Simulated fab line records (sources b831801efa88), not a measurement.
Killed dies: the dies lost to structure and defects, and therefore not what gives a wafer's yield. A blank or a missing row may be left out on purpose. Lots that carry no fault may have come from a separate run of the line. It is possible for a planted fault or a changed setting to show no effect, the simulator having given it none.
Chamber matching	flow gf180mcu	GF_MIM_CVD_05 on pecvd-04 has 3 sister chambers
The step deposits Si3N4, target thk 42 nm, time 29.086 s. 6 wafers are shown with their chamber, then 9 later ones without.

== WAFERS WITH THEIR CHAMBER ==
wafer	chamber	heater_power_w (W)
L618.3	2	646
L620.3	1	615
L620.5	2	705
L621.2	1	570
L621.3	0	540
L621.5	0	556

== WAFERS WHOSE CHAMBER IS MISSING ==
wafer	heater_power_w (W)
L622.1	653
L622.2	568
L622.6	654
L625.2	596
L625.3	544
L625.6	540
L626.1	618
L626.2	632
L626.3	605

== THE CHAMBER EACH PASSED THROUGH ==
wafer	from the rows above	in truth
L622.1	can't be placed: 2 or 1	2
L622.2	can't be placed: 0 or 1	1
L622.6	can't be placed: 2 or 1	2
L625.2	can't be placed: 1 or 0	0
L625.3	can't be placed: 0 or 1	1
L625.6	can't be placed: 0 or 1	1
L626.1	can't be placed: 1 or 2 or 0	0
L626.2	can't be placed: 1 or 2 or 0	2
L626.3	can't be placed: 1 or 0 or 2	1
0 of 9 placed correctly. Not placeable from these rows: 9 (in 9, the candidates include the true chamber). Number placed wrongly: 0.
How it was worked out, from the rows above alone: a wafer's distance from a chamber is the root of the sum, over the readings, of the square of ((its reading less the chamber's mean) divided by the reading's scatter). The wafer belongs to the nearest chamber; if the next one is less than 2 further off, it can't be placed. For every chamber, the mean is computed from those of its wafers that are shown. The scatter is the square root of a quotient: the sum, over the shown wafers, of each reading's squared deviation from its chamber's mean, divided by wafers minus chambers.
